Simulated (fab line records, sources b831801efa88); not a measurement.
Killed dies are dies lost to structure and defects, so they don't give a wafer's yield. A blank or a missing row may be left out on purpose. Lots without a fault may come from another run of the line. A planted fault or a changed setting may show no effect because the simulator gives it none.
Which tool did it? | flow gf180mcu | 14 lots, 42 wafers sampled, at 6 steps of a route of 602

WHAT THE GAUGES READ, wafer by wafer
GF_VT_IMPLANT_OVL_MEAS_18.
lot  | measured     | on         | VT_IMPLANT_01_OVL (nm)
L716 | day 6 21:58  | overlay-02 | 0.6 -2.6 -1.1
L717 | day 7 03:00  | overlay-02 | 0.2 -1.2 0.0
L718 | day 7 08:52  | overlay-02 | 0.9 2.2 -0.9
L719 | day 7 19:13  | overlay-01 | -0.3 1.5 -1.0
L724 | day 8 22:16  | overlay-02 | -0.8 0.0 -0.9
L725 | day 9 02:10  | overlay-02 | -3.6 -2.0 -2.3
L729 | day 10 07:19 | overlay-01 | -1.0 1.7 0.9
L730 | day 10 13:20 | overlay-01 | -0.3 -1.2 -0.1
L731 | day 10 17:32 | overlay-01 | 0.3 0.0 0.6
L732 | day 11 00:55 | overlay-01 | 1.0 0.9 0.8
L733 | day 11 11:32 | overlay-01 | 0.2 -0.3 -3.4
L735 | day 11 18:30 | overlay-01 | -1.3 0.3 -1.0
L736 | day 12 02:07 | overlay-01 | 1.2 0.4 0.7
L737 | day 12 09:59 | overlay-01 | -2.1 -1.0 -0.3

GF_POLY_GATE_THK_MEAS_17.
lot  | measured     | on            | POLY_GATE_OXIDATION_THK (nm)
L716 | day 10 00:15 | film_metro-03 | 3.98 4.04 3.95
L717 | day 10 09:28 | film_metro-02 | 4.06 4.15 4.09
L718 | day 10 14:16 | film_metro-03 | 4.04 4.02 3.92
L719 | day 11 00:21 | film_metro-03 | 3.88 3.82 3.81
L724 | day 12 07:05 | film_metro-02 | 4.03 4.02 4.01
L725 | day 12 12:50 | film_metro-03 | 4.09 4.02 4.08
L729 | day 13 19:49 | film_metro-02 | 4.17 4.21 4.12
L730 | day 14 02:53 | film_metro-02 | 4.08 4.05 4.02
L731 | day 14 07:11 | film_metro-02 | 4.12 3.96 4.04
L732 | day 14 15:17 | film_metro-02 | 4.07 4.08 4.10
L733 | day 15 04:11 | film_metro-01 | 3.99 3.95 3.98
L735 | day 15 12:22 | film_metro-03 | 3.99 4.01 3.92
L736 | day 15 23:35 | film_metro-02 | 3.91 3.94 3.97
L737 | day 16 06:57 | film_metro-02 | 4.12 4.06 4.13

GF_HV_LDD_TW_MEAS_11.
lot  | measured     | on            | HV_LDD_TW
L716 | day 10 18:56 | film_metro-04 | 2392 2389 2385
L717 | day 11 03:47 | film_metro-04 | 2392 2385 2388
L718 | day 11 09:12 | film_metro-01 | 2869 2878 2867
L719 | day 11 19:13 | film_metro-03 | 2379 2391 2385
L724 | day 13 03:44 | film_metro-01 | 2889 2889 2897
L725 | day 13 09:11 | film_metro-01 | 2441 2453 2434
L729 | day 14 17:26 | film_metro-03 | 2364 2380 2368
L730 | day 15 00:43 | film_metro-01 | 2444 2439 2441
L731 | day 15 05:20 | film_metro-03 | 2377 2387 2391
L732 | day 15 12:59 | film_metro-03 | 2378 2382 2378
L733 | day 16 02:16 | film_metro-03 | 2400 2396 2384
L735 | day 16 10:53 | film_metro-01 | 2441 2416 2432
L736 | day 16 22:43 | film_metro-03 | 2403 2376 2385
L737 | day 17 05:09 | film_metro-01 | 2438 2440 2449

GF_HV_LDD_OVL_MEAS_32.
lot  | measured     | on         | HV_LDD_02_OVL (nm)
L716 | day 12 09:05 | overlay-02 | -0.4 -2.7 -0.6
L717 | day 12 17:55 | overlay-02 | -0.9 0.1 0.7
L718 | day 12 23:11 | overlay-01 | -0.9 -0.6 -0.8
L719 | day 13 10:17 | overlay-01 | -1.7 -2.1 -3.5
L724 | day 14 20:56 | overlay-01 | 1.6 0.3 -0.7
L725 | day 15 03:47 | overlay-01 | 0.6 -0.6 0.4
L729 | day 16 14:29 | overlay-01 | 0.4 -0.6 -1.1
L730 | day 16 20:06 | overlay-02 | -1.9 0.5 -0.3
L731 | day 17 02:14 | overlay-02 | 1.2 0.4 1.1
L732 | day 17 09:24 | overlay-02 | 0.9 0.1 0.0
L733 | day 17 23:38 | overlay-02 | 2.0 1.1 2.0
L735 | day 18 09:20 | overlay-02 | 0.3 0.3 0.3
L736 | day 18 21:33 | overlay-02 | 0.4 -0.7 0.9
L737 | day 19 04:11 | overlay-02 | -1.6 -0.8 -0.1

GF_HV_LDD_RS_MEAS_53: measures by four-point-probe.
lot  | measured     | on            | HV_LDD_RS (ohm/sq)
L716 | day 13 05:40 | film_metro-01 | 418.1 418.0 418.4
L717 | day 13 15:29 | film_metro-03 | 419.1 419.5 420.3
L718 | day 13 20:46 | film_metro-01 | 311.1 311.9 311.5
L719 | day 14 08:00 | film_metro-04 | 418.1 417.7 417.7
L724 | day 15 19:57 | film_metro-03 | 313.5 313.9 313.8
L725 | day 16 03:20 | film_metro-03 | 417.4 417.7 417.6
L729 | day 17 13:31 | film_metro-03 | 420.0 418.8 418.7
L730 | day 17 19:35 | film_metro-04 | 417.6 418.5 417.6
L731 | day 18 01:53 | film_metro-01 | 416.2 416.6 418.6
L732 | day 18 10:23 | film_metro-01 | 418.7 419.0 417.7
L733 | day 19 00:41 | film_metro-03 | 419.0 419.8 419.9
L735 | day 19 10:17 | film_metro-03 | 419.0 419.2 420.8
L736 | day 19 22:53 | film_metro-01 | 419.3 418.6 419.5
L737 | day 20 06:02 | film_metro-04 | 416.9 416.1 417.3

WHICH TOOL RAN EACH LOT (tool, then ch and the chambers of the sampled wafers, then the start)
lot  | GF_HV_LDD_IMPLANT_09
L716 | implanter-01 ch 0, day 10 18:42
L717 | implanter-02 ch 0, day 11 03:34
L718 | implanter-04 ch 0, day 11 08:39
L719 | implanter-04 ch 0, day 11 18:58
L724 | implanter-01 ch 0, day 13 03:08
L725 | implanter-01 ch 0, day 13 08:56
L729 | implanter-02 ch 0, day 14 17:11
L730 | implanter-02 ch 0, day 15 00:31
L731 | implanter-02 ch 0, day 15 05:06
L732 | implanter-02 ch 0, day 15 12:44
L733 | implanter-01 ch 0, day 16 02:02
L735 | implanter-01 ch 0, day 16 10:40
L736 | implanter-02 ch 0, day 16 22:28
L737 | implanter-01 ch 0, day 17 04:55
- GF_HV_LDD_IMPLANT_09

WHAT THE TOOLS THEMSELVES READ (means of the sampled wafers that have a number; where no wafer has one, the mark that the record gives instead)
The record holds no such reading with a usual standard deviation.

THE ANSWER, worked out from the rows above alone
Rule: what is usual is taken from the lots themselves. Put in order of their means at a reading, lots are off if they are a third of the lots or fewer, leave a main group of 4 or more, and stand apart from it by a gap of 3 or more times the standard deviation of the main group's means; of several such gaps the widest counts. A main group whose means are all the same, to the digits that the tables above print for the reading, isn't used. A lot without any number at a reading at which 4 lots or more have one is off too. The other lots that the step has rows for count as sound. The gauges are gone through in route order, then the tools' own readings, and for those a lot's mean is taken as printed above. The first step at which some lot is off is used, and at that step the reading that is off furthest; a lot without a number counts as furthest.
Off: L718, L724, at GF_HV_LDD_TW_MEAS_11 (HV_LDD_TW). The main group: mean 2403, standard deviation 26.
A tool fits if, at a process step before that reading, it ran every lot that is off, and no sound lot after the first of them. The gauges at GF_HV_LDD_TW_MEAS_11 are tried like those tools. None of those tried fits.

WHAT THE SIMULATOR HAD PUT IN
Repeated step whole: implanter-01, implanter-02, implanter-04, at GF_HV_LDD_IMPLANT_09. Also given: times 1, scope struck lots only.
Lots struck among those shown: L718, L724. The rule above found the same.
